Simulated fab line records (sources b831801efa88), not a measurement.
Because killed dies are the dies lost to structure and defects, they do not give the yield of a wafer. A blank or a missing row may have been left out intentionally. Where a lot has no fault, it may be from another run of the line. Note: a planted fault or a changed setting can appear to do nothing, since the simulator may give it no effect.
Comparing a struck lot with a sound one || flow sfq_line || 42 out of 325 route steps
Sound: these wafers, L145.4, L145.5, L145.6. Wafers L152.1, L152.4, L152.6 were the ones struck. The cause comes at the end.
Each step with rows lists, per side, the tool, then ch with its chambers, then its first start. Under that, the readings that differ: sound wafers || struck wafers || difference of the means || sigmas: that difference in standard deviations of wafers without a fault.
alike: same words and numbers on both sides, and readings whose means sit less than 2 such deviations apart. not compared: any withheld reading, any reading some wafer has no value for, any bound like >300 that may hide the same value, and any number with overlapping values for which the record gives no deviation.
A row with sigmas, a row that says differs or no value, or rows on one side alone: a step with any of these is where the two part. Numbers that have no deviation but don't overlap get no sigmas and don't part them. A reading missing from all wafers of one side parts the sides only when that side holds two or more wafers.

first, 6 steps without rows for these wafers: SFQ_TRILAYER_I3_VIA_LITHO_COAT_090 (resist thk 62 nm); SFQ_TRILAYER_I3_VIA_LITHO_COAT_085 (resist thk 650 nm); SFQ_TRILAYER_I3_VIA_LITHO_SOFTBAKE_089; SFQ_TRILAYER_I3_VIA_LITHO_EXPOSE_086 (exposes mask I3, target cd 500 nm); SFQ_TRILAYER_I3_VIA_LITHO_PEB_088 (peb time 60 s); SFQ_TRILAYER_I3_VIA_LITHO_DEVELOP_087 (time 60 s).
SFQ_I3_OVL_MEAS_923:
  struck on overlay-02, day 46 15:01; sound on overlay-01, day 31 10:13
  alike: I3_OVL
then, 1 step without rows for these wafers: SFQ_TRILAYER_I3_VIA_BARC_OPEN_VIA_ETCH_121 (etches BARC in O2, target depth 125 nm, time 41.7 s).
SFQ_TRILAYER_I3_VIA_ETCH_VIA_ETCH_088: etches SiO2 in CHF3, stops on Nb, target depth 260 nm.
  sound on rie_diel-03 ch 0,1,3, day 31 10:20; struck on rie_diel-01 ch 0,1, day 46 15:07
  alike: drypump_motor_current_A, oes_product_au
then, 3 steps without rows for these wafers: SFQ_TRILAYER_I3_VIA_STRIP_STRIP_089 (strips in O2); SFQ_TRILAYER_I3_VIA_STRIP_SOLV_CLEAN_090 (cleans in NMP, time 600 s); SFQ_TRILAYER_M4_DEP_PRE_CLEAN_092 (time 22.5 s).
SFQ_TRILAYER_M4_DEP_SPUTTER_091: material Nb, target thk 200 nm, time 133.3 s.
  struck on pvd_sputter-06, day 46 16:05; sound on pvd_sputter-04, day 31 11:12
{"reading": "cathode_dc_power_W (W)", "sound": "2000.1 1999.1 1999.7", "struck": "2677.0 2676.2 2676.6", "difference": "+677.0", "sigmas": "+99 or more"}
{"reading": "model.Nb_of_TRILAYER_M4_DEP_SPUTTER_091.thk_nm (nm)", "sound": "198.2 198.4 198.5", "struck": "269.8 270.3 273", "difference": "+72.7", "sigmas": ""}
  alike: base_pressure_pa, throttle_valve_pct
SFQ_M4_RS_MEAS_924: a four-point-probe measurement.
  struck on film_metro-03, day 46 16:11; sound on film_metro-03, day 31 11:21
{"reading": "M4_NB_RS (ohm/sq)", "sound": "0.898 0.898 0.900", "struck": "0.659 0.657 0.650", "difference": -0.243, "sigmas": -19}
then, 6 steps without rows for these wafers: SFQ_TRILAYER_M4_LITHO_COAT_098 (resist thk 62 nm); SFQ_TRILAYER_M4_LITHO_COAT_093 (resist thk 600 nm); SFQ_TRILAYER_M4_LITHO_SOFTBAKE_097; SFQ_TRILAYER_M4_LITHO_EXPOSE_094 (exposes mask M4, target cd 500 nm); SFQ_TRILAYER_M4_LITHO_PEB_096 (peb time 60 s); SFQ_TRILAYER_M4_LITHO_DEVELOP_095 (time 60 s).
SFQ_M4_OVL_MEAS_926:
  struck on overlay-02, day 46 18:37; sound on overlay-01, day 36 19:39
  alike: M4_OVL
then, 1 step without rows for these wafers: SFQ_TRILAYER_M4_BARC_OPEN_METAL_ETCH_123 (etches BARC in O2, target depth 125 nm, time 41.7 s).
SFQ_TRILAYER_M4_ETCH_METAL_ETCH_096: etches Nb in Cl2/Ar, stops on SiO2, target depth 240 nm, time 120 s.
  sound on rie_metal-02 ch 0,1, day 36 19:46; struck on rie_metal-03 ch 0,1, day 46 18:43
{"reading": "oes_product_au (a.u.)", "sound": "0.886 0.891 0.890", "struck": "0.994 0.986 1.005", "difference": "+0.106", "sigmas": "+13"}
  alike: drypump_motor_current_A
  not compared: rf_hours_counter_h
SFQ_TRILAYER_M4_STRIP_STRIP_097: strips in O2.
  sound on rie_metal-02 ch 0,1, day 36 20:04; struck on rie_metal-03 ch 0,1, day 46 18:50
  alike: drypump_motor_current_A, oes_product_au
  not compared: rf_hours_counter_h
then, 1 step without rows for these wafers: SFQ_TRILAYER_M4_STRIP_SOLV_CLEAN_098 (cleans in NMP, time 600 s).
SFQ_TRILAYER_I4_DEP_PECVD_099: deposits SiO2 from SiH4/N2O, time 111.11 s, target thk 500 nm.
  sound on pecvd-04 ch 0,1,2, day 36 20:40; struck on pecvd-04 ch 0,2, day 46 19:37
  alike: heater_power_w, throttle_valve_pct
  not compared: since_wet_clean_h
then, 1 step without rows for these wafers: SFQ_TRILAYER_I4_CMP_CMP_100 (polishes SiO2).
SFQ_I4_BOW_MEAS_927:
  struck on film_metro-04, day 46 23:27; sound on film_metro-04, day 37 00:16
  alike: I4_BOW
then, 7 steps without rows for these wafers: SFQ_TRILAYER_I4_METRO_MEASURE_101; SFQ_TRILAYER_I4_VIA_LITHO_COAT_108 (resist thk 62 nm); SFQ_TRILAYER_I4_VIA_LITHO_COAT_103 (resist thk 650 nm); SFQ_TRILAYER_I4_VIA_LITHO_SOFTBAKE_107; SFQ_TRILAYER_I4_VIA_LITHO_EXPOSE_104 (exposes mask I4, target cd 700 nm); SFQ_TRILAYER_I4_VIA_LITHO_PEB_106 (peb time 60 s); SFQ_TRILAYER_I4_VIA_LITHO_DEVELOP_105 (time 60 s).
-- the record jumps here: 6 days lie between the struck wafers' starts before and after --
SFQ_I4_OVL_MEAS_928:
  struck on overlay-02, day 52 12:18; sound on overlay-02, day 42 23:51
  alike: I4_OVL
SFQ_TRILAYER_I4_VIA_BARC_OPEN_VIA_ETCH_146: etches BARC in O2, target depth 125 nm, time 41.7 s.
  sound on rie_diel-03 ch 2,3, day 42 23:52; struck on rie_diel-03 ch 0,1,3, day 52 12:20
  alike: drypump_motor_current_A, oes_product_au
  not compared: rf_hours_counter_h
SFQ_TRILAYER_I4_VIA_ETCH_VIA_ETCH_106: etches SiO2 in CHF3, stops on Nb, target depth 260 nm.
  sound on rie_diel-03 ch 2,3, day 42 23:55; struck on rie_diel-03 ch 0,1,3, day 52 12:23
  alike: drypump_motor_current_A, oes_product_au
then, 3 steps without rows for these wafers: SFQ_TRILAYER_I4_VIA_STRIP_STRIP_107 (strips in O2); SFQ_TRILAYER_I4_VIA_STRIP_SOLV_CLEAN_108 (cleans in NMP, time 600 s); SFQ_TRILAYER_JJ_TRILAYER_DEP_PRE_CLEAN_113 (time 22.5 s).
-- the record jumps here: 33 days lie between the struck wafers' starts before and after --
SFQ_M8_BOW_MEAS_951:
  struck on film_metro-02, day 85 07:26; sound on film_metro-02, day 81 12:26
{"reading": "model.etest.m4.comb_log10_ohm", "sound": "12 12 12", "struck": "0 0 0", "difference": -12, "sigmas": ""}
{"reading": "model.etest.m4.ohm_sq", "sound": "0.8984 0.8976 0.8972", "struck": "0.6601 0.659 0.6524", "difference": -0.2406, "sigmas": ""}
  alike: M8_BOW

== WHERE THEY PART ==
At SFQ_TRILAYER_M4_DEP_SPUTTER_091 first; at SFQ_TRILAYER_M4_ETCH_METAL_ETCH_096 last (within this record only). Later steps at which nothing parts them and some readings are alike: SFQ_TRILAYER_M4_STRIP_STRIP_097, SFQ_TRILAYER_I4_DEP_PECVD_099, SFQ_I4_BOW_MEAS_927, SFQ_I4_OVL_MEAS_928, SFQ_TRILAYER_I4_VIA_BARC_OPEN_VIA_ETCH_146, SFQ_TRILAYER_I4_VIA_ETCH_VIA_ETCH_106, SFQ_M8_BOW_MEAS_951.

WHY: the cause the simulator had injected
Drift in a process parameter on pvd_sputter-06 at SFQ_TRILAYER_M4_DEP_SPUTTER_091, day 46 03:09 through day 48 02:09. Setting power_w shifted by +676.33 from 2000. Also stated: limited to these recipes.
